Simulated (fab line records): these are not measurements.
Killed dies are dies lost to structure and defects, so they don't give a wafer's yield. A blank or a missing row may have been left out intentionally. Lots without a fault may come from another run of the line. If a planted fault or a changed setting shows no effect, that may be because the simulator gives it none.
A struck lot beside a sound one | flow gf180mcu | 20 out of 602 route steps
Sound: these wafers, L370.1, L370.2, L370.3. Struck: wafers L373.1, L373.2, L373.6. At the end, the cause is stated.
Each step with rows lists, per side, the tool, then ch with its chambers, then its first start. Under that, the readings that differ: sound wafers | struck wafers | difference of the means | sigmas: that difference in standard deviations of wafers without a fault.
alike: a reading whose means differ by less than 2 such deviations, as well as words and numbers matching on both sides. not compared: withheld readings; readings where some wafer has no value; bounds like >300 that might hide an equal value; numbers whose values overlap and for which the record gives no deviation.
A row with sigmas, a row that says differs or no value, or rows on one side alone: a step with any of these is where the two part. When numbers do not overlap yet have no deviation, they are printed without sigmas and do not part them. A reading that every wafer of one side lacks parts them only if that side has two wafers or more.

first, 3 steps without rows for these wafers: GF_MIM_EXPOSE_16 (exposes mask FuseTop, target cd 2000 nm); GF_MIM_PEB_17; GF_MIM_DEVELOP_18 (develop time 60 s).
GF_MIM_METAL_ETCH_19: etches the open film in Cl2/BCl3, stops on Si3N4, target depth 324.5 nm, time 54.1 s.
  sound on rieMetal-04 ch 0,1, day 27 23:37; struck on rieMetal-01 ch 0,1, day 28 20:52
  alike: biasW, chamberPressureMTorr, drypumpMotorCurrentA, oesProductAu, throttleValvePct
  not compared: rfHoursCounterH
GF_MIM_STRIP_20: strips in O2/N2.
  sound on plasmaAsher-01 ch 0,1, day 27 23:41; struck on plasmaAsher-01 ch 0,1, day 28 20:58
  alike: chamberPressureMTorr, drypumpMotorCurrentA, heaterPowerW, o2FlowSccm, oesProductAu, stripTimeToEndpointS
  not compared: rfHoursCounterH
then, 7 steps without rows for these wafers: GF_MIM_STRIP_21 (strips in post etch residue remover, time 1200 s); GF_MIM_CLEAN_22 (cleans in DIW); GF_M5_DEHYDRATE_00 (time 60 s); GF_M5_HMDS_01 (prime time 60 s); GF_M5_COAT_02 (resist thk 1000 nm); GF_M5_SOFTBAKE_03 (time 60 s); GF_M5_EXPOSE_04 (exposes mask Metal5, target cd 280 nm).
GF_M5_PEB_05: peb time 90 s.
  sound on lithoTrack-01 ch 0, day 28 19:22; struck on lithoTrack-01 ch 0, day 29 15:52
reading               | sound             | struck               | difference | sigmas
heaterPowerTotalW (W) | 85.78 85.67 85.79 | 112.28 112.60 112.36 | +26.67     | +99 or more
then, 1 step without rows for these wafers: GF_M5_DEVELOP_06 (develop time 60 s).
GF_M5_CD_MEAS_07 targets a cd of 280 nm.
  sound on cdSem-01 at day 28 19:43; struck on cdSem-02 at day 29 16:13
reading   | sound             | struck            | difference | sigmas
cdNm (nm) | 278.5 278.0 278.6 | 306.2 306.7 307.0 | +28.3      | +26
GF_M5_OVL_MEAS_08:
  sound on overlay-01 at day 28 19:50; struck on overlay-02 at day 29 16:20
  alike: M5_OVL
GF_M5_ETCH_09: etches Si3N4 in CF4/O2, target depth 52 nm, time 11.6 s.
  sound on rieDiel-01 ch 0,2,3, day 28 19:52; struck on rieDiel-01 ch 0,2, day 29 16:22
reading            | sound             | struck            | difference | sigmas
model.M5.cdNm (nm) | 278.3 277.5 278.8 | 305.7 306.9 306.2 | +28.1      | 
  alike: biasW, chamberPressureMTorr, drypumpMotorCurrentA, oesProductAu, throttleValvePct
  not compared: rfHoursCounterH
GF_M5_METAL_ETCH_10: etches the open film in Cl2/BCl3, stops on SiO2, target depth 750.8 nm, time 125.1 s.
  sound on rieMetal-03 ch 0,1, day 28 19:54; struck on rieMetal-03 ch 0,1, day 29 16:24
reading            | sound           | struck            | difference | sigmas
model.M5.cdNm (nm) | 278 272.9 277.4 | 312.5 307.6 305.5 | +32.4      | 
  alike: biasW, chamberPressureMTorr, drypumpMotorCurrentA, oesProductAu, throttleValvePct
  not compared: rfHoursCounterH
GF_M5_STRIP_11: strips in O2/N2.
  sound on plasmaAsher-01 ch 0,1, day 28 20:02; struck on plasmaAsher-03 ch 0,1, day 29 16:32
  alike: chamberPressureMTorr, drypumpMotorCurrentA, heaterPowerW, o2FlowSccm, oesProductAu, stripTimeToEndpointS
  not compared: rfHoursCounterH
-- the record jumps here: 2 days lie between the struck wafers' starts before and after (it left off in module M5 and takes up again in module PASSIVATION, whose first step shown is number 602 of the route) --
GF_PASSIVATION_PROBE_99:
  record: rows for the struck wafers here (prober-02, day 32 04:07), none for the sound ones

== WHERE THEY PART ==
First at GF_M5_PEB_05; last, within this record, at GF_PASSIVATION_PROBE_99.

WHY: what had been put in by the simulator
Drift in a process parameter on lithoTrack-01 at GF_M5_PEB_05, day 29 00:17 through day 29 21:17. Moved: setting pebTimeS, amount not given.
